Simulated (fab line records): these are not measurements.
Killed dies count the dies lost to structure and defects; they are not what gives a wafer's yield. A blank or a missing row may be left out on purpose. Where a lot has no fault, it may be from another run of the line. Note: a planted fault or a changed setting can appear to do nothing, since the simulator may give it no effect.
Which tool did it? + flow gf180mcu + 7 lots, 21 wafers sampled, at 1 step of a route of 602

WHAT EACH GAUGE READ, for each wafer
GF_V3_THK_MEAS_03.
| lot  | measured     | on           | V3_CVD_02_THK (nm) |
|------|--------------|--------------|--------------------|
| L178 | day 22 11:30 | filmMetro-01 | 844 858 873        |
| L183 | day 23 09:07 | filmMetro-04 | 840 852 850        |
| L184 | day 24 05:34 | filmMetro-02 | 860 866 866        |
| L190 | day 25 17:43 | filmMetro-04 | 844 852 875        |
| L192 | day 26 10:37 | filmMetro-01 | 859 842 869        |
| L195 | day 27 13:25 | filmMetro-01 | 843 861 856        |
| L200 | day 28 20:05 | filmMetro-02 | 853 872 839        |

WHICH TOOL RAN EACH LOT (tool, then ch and the chambers of the sampled wafers, then the start)
The record holds no process step before these readings.

THE ANSWER, worked out from the rows above alone
Rule: the lots themselves supply what counts as usual. Put in order of their means at a reading, lots are off if they are a third of the lots or fewer, leave a main group of 4 or more, and stand apart from it by a gap of 3 or more times the standard deviation of the main group's means; of several such gaps the widest counts. A main group whose means are all the same, to the digits that the tables above print for the reading, isn't used. A lot without any number at a reading at which 4 lots or more have one is off too. The other lots that the step has rows for count as sound.
Nothing can be told from this: no lot is off at any reading shown.

WHAT THE SIMULATOR HAD PUT IN
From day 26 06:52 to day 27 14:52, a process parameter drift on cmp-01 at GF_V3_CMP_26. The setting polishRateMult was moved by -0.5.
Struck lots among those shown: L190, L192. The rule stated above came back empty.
